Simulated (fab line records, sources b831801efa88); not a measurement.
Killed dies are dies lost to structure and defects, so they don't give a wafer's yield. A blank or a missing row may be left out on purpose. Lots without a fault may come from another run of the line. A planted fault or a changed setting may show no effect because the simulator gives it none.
Which tool did it? | flow gf180mcu | 11 lots, 33 wafers sampled, at 6 steps of a route of 602

WHAT THE GAUGES READ, wafer by wafer
GF_CONTACT_OVL_MEAS_15. Usual: CONTACT_OVL 2 nm, standard deviation 4.7.
lot  | measured     | on         | CONTACT_OVL (nm) | flag
L117 | day 15 23:13 | overlay-02 | 5 0 6            |
L119 | day 16 13:19 | overlay-02 | -2 0 -5          |
L120 | day 17 04:46 | overlay-02 | -8 2 -2          |
L122 | day 17 19:31 | overlay-01 | -3 -10 -12       |
L123 | day 18 07:10 | overlay-02 | 7 3 11           |
L125 | day 19 04:01 | overlay-02 | -5 3 2           |
L131 | day 21 09:50 | overlay-01 | 3 4 9            |
L132 | day 21 13:22 | overlay-02 | 5 3 -3           |
L136 | day 22 21:50 | overlay-02 | 4 7 1            |
L137 | day 23 04:17 | overlay-02 | -7 4 1           |
L140 | day 24 05:19 | overlay-01 | 2 5 -2           |

GF_M1_RS_MEAS_05: measures by four-point-probe. Usual: M1_ALCU_RS 0.0698 ohm/sq, standard deviation 0.00088.
lot  | measured     | on            | M1_ALCU_RS (ohm/sq)  | flag
L117 | day 16 00:37 | film_metro-02 | 0.0718 0.0705 0.0716 |
L119 | day 16 14:52 | film_metro-02 | 0.0688 0.0703 0.0708 |
L120 | day 17 06:11 | film_metro-03 | 0.0695 0.0702 0.0692 |
L122 | day 17 20:55 | film_metro-02 | 7.1185 7.1570 7.1225 | OFF
L123 | day 18 08:35 | film_metro-02 | 7.1751 7.1127 7.1216 | OFF
L125 | day 19 05:25 | film_metro-03 | 0.0714 0.0707 0.0706 |
L131 | day 21 11:22 | film_metro-03 | 0.0694 0.0691 0.0684 |
L132 | day 21 14:47 | film_metro-03 | 0.0693 0.0692 0.0708 |
L136 | day 22 23:33 | film_metro-01 | 0.0705 0.0703 0.0703 |
L137 | day 23 05:43 | film_metro-02 | 0.0704 0.0698 0.0703 |
L140 | day 24 06:43 | film_metro-02 | 0.0712 0.0708 0.0712 |

GF_M1_THK_MEAS_06: measures by xrf. Usual: M1_ALCU_THK 442 nm, standard deviation 5.9.
lot  | measured     | on            | M1_ALCU_THK (nm) | flag
L117 | day 16 00:44 | film_metro-02 | 426 436 427      |
L119 | day 16 14:59 | film_metro-02 | 445 436 434      |
L120 | day 17 06:18 | film_metro-03 | 444 438 443      |
L122 | day 17 21:02 | film_metro-02 | <0 <0 <0         | OFF
L123 | day 18 08:42 | film_metro-02 | <0 <0 <0         | OFF
L125 | day 19 05:32 | film_metro-03 | 432 440 440      |
L131 | day 21 11:28 | film_metro-03 | 445 447 448      |
L132 | day 21 14:55 | film_metro-03 | 447 448 439      |
L136 | day 22 23:40 | film_metro-01 | 441 443 443      |
L137 | day 23 05:49 | film_metro-02 | 435 441 436      |
L140 | day 24 06:50 | film_metro-02 | 433 433 430      |

WHICH TOOL RAN EACH LOT (tool, then ch and the chambers of the sampled wafers, then the start)
lot  | GF_CONTACT_STRIP_18                  | GF_CONTACT_SPUTTER_23        | GF_M1_SPUTTER_02
L117 | plasma_asher-01 ch 0,1, day 15 23:25 | pvd_sputter-02, day 15 23:47 | pvd_sputter-03, day 16 00:32
L119 | plasma_asher-02 ch 0,1, day 16 13:31 | pvd_sputter-03, day 16 13:53 | pvd_sputter-01, day 16 14:46
L120 | plasma_asher-04 ch 0, day 17 04:58   | pvd_sputter-02, day 17 05:20 | pvd_sputter-01, day 17 06:05
L122 | plasma_asher-02 ch 0,1, day 17 19:43 | pvd_sputter-02, day 17 20:05 | pvd_sputter-01, day 17 20:50
L123 | plasma_asher-04 ch 0, day 18 07:22   | pvd_sputter-04, day 18 07:44 | pvd_sputter-01, day 18 08:29
L125 | plasma_asher-04 ch 0,1, day 19 04:13 | pvd_sputter-03, day 19 04:34 | pvd_sputter-03, day 19 05:19
L131 | plasma_asher-01 ch 0,1, day 21 10:03 | pvd_sputter-02, day 21 10:23 | pvd_sputter-01, day 21 11:14
L132 | plasma_asher-02 ch 0,1, day 21 13:34 | pvd_sputter-04, day 21 13:57 | pvd_sputter-03, day 21 14:42
L136 | plasma_asher-01 ch 0,1, day 22 22:01 | pvd_sputter-02, day 22 22:23 | pvd_sputter-04, day 22 23:23
L137 | plasma_asher-01 ch 0,1, day 23 04:30 | pvd_sputter-02, day 23 04:50 | pvd_sputter-01, day 23 05:35
L140 | plasma_asher-02 ch 0,1, day 24 05:31 | pvd_sputter-04, day 24 05:53 | pvd_sputter-04, day 24 06:38
- GF_CONTACT_STRIP_18: strips in O2/N2.
- GF_CONTACT_SPUTTER_23: material TiN, target thk 10 nm, time 40 s.
- GF_M1_SPUTTER_02: material AlCu, target thk 450 nm, time 23.9 s.

WHAT THE TOOLS THEMSELVES READ (means of the sampled wafers that have a number; where no wafer has one, the mark that the record gives instead)
GF_CONTACT_STRIP_18. Usual: drypump_motor_current_A 5.7 A, standard deviation 0.47; heater_power_w 329 W, standard deviation 21; o2_flow_sccm 2999 sccm, standard deviation 8.5; oes_product_au 0.580 a.u., standard deviation 0.0053.
lot  | tool            | drypump_motor_current_A (A) | heater_power_w (W) | o2_flow_sccm (sccm) | oes_product_au (a.u.) | flag
L117 | plasma_asher-01 | 5.6                         | 341                | 2994                | 0.579                 |
L119 | plasma_asher-02 | 6.1                         | 307                | 2997                | 0.573                 |
L120 | plasma_asher-04 | 5.8                         | 363                | 3004                | 0.582                 |
L122 | plasma_asher-02 | 5.9                         | 321                | 3008                | 0.576                 |
L123 | plasma_asher-04 | 5.8                         | 366                | 2995                | 0.580                 |
L125 | plasma_asher-04 | 5.1                         | 339                | 2995                | 0.582                 |
L131 | plasma_asher-01 | 5.8                         | 350                | 3006                | 0.576                 |
L132 | plasma_asher-02 | 6.1                         | 311                | 3007                | 0.585                 |
L136 | plasma_asher-01 | 5.8                         | 348                | 3002                | 0.577                 |
L137 | plasma_asher-01 | 5.8                         | 345                | 2994                | 0.580                 |
L140 | plasma_asher-02 | 6.1                         | 307                | 3002                | 0.582                 |

GF_CONTACT_SPUTTER_23. Usual: cathode_dc_power_W 4000.0 W, standard deviation 0.7; chamber_pressure_pa 5.000 Pa, standard deviation 0.0089; throttle_valve_pct 30.1 %, standard deviation 1.3.
lot  | tool           | cathode_dc_power_W (W) | chamber_pressure_pa (Pa) | throttle_valve_pct (%) | flag
L117 | pvd_sputter-02 | 4000.0                 | 4.990                    | 30.4                   |
L119 | pvd_sputter-03 | 3999.8                 | 5.015                    | 29.9                   |
L120 | pvd_sputter-02 | 4000.5                 | 5.000                    | 28.4                   |
L122 | pvd_sputter-02 | 4000.7                 | 5.007                    | 29.0                   |
L123 | pvd_sputter-04 | 3999.4                 | 4.994                    | 30.5                   |
L125 | pvd_sputter-03 | 4000.4                 | 4.995                    | 29.9                   |
L131 | pvd_sputter-02 | 3999.8                 | 4.998                    | 28.1                   |
L132 | pvd_sputter-04 | 4000.2                 | 5.006                    | 30.0                   |
L136 | pvd_sputter-02 | 4000.1                 | 5.000                    | 29.0                   |
L137 | pvd_sputter-02 | 3999.8                 | 4.995                    | 28.9                   |
L140 | pvd_sputter-04 | 4000.5                 | 5.002                    | 29.4                   |

GF_M1_SPUTTER_02. Usual: cathode_dc_power_W 10600 W, standard deviation 1.7; chamber_pressure_pa 0.3999 Pa, standard deviation 0.00083; throttle_valve_pct 30.0 %, standard deviation 0.92.
lot  | tool           | cathode_dc_power_W (W) | chamber_pressure_pa (Pa) | throttle_valve_pct (%) | flag
L117 | pvd_sputter-03 | 10600                  | 0.3997                   | 31.4                   |
L119 | pvd_sputter-01 | 10601                  | 0.3991                   | 29.8                   |
L120 | pvd_sputter-01 | 10599                  | 0.3997                   | 29.9                   |
L122 | pvd_sputter-01 | -                      | -                        | -                      | OFF
L123 | pvd_sputter-01 | -                      | -                        | -                      | OFF
L125 | pvd_sputter-03 | 10600                  | 0.4003                   | 30.6                   |
L131 | pvd_sputter-01 | 10599                  | 0.3994                   | 30.1                   |
L132 | pvd_sputter-03 | 10598                  | 0.3996                   | 30.6                   |
L136 | pvd_sputter-04 | 10601                  | 0.3996                   | 30.4                   |
L137 | pvd_sputter-01 | 10599                  | 0.4004                   | 30.1                   |
L140 | pvd_sputter-04 | 10600                  | 0.4004                   | 30.4                   |

THE ANSWER, worked out from the rows above alone
Rule: a lot is off if the mean of its wafers that have a number lies more than 3 standard deviations from the usual mean. A lot without any number at a reading at which 4 lots or more have one is off too. The other lots that the step has rows for count as sound. The gauges are gone through in route order, then the tools' own readings, and for those a lot's mean is taken as printed above. The first step at which some lot is off is used, and at that step the reading that is off furthest; a lot without a number counts as furthest.
Off: L122, L123, at GF_M1_RS_MEAS_05 (M1_ALCU_RS).
A tool fits if, at a process step before that reading, it ran every lot that is off, and no sound lot after the first of them. The gauges at GF_M1_RS_MEAS_05 aren't tried: what is off there is off at GF_M1_SPUTTER_02 too, on other tools, and a gauge's error can't cause that. None of those tried fits.

WHAT THE SIMULATOR HAD PUT IN
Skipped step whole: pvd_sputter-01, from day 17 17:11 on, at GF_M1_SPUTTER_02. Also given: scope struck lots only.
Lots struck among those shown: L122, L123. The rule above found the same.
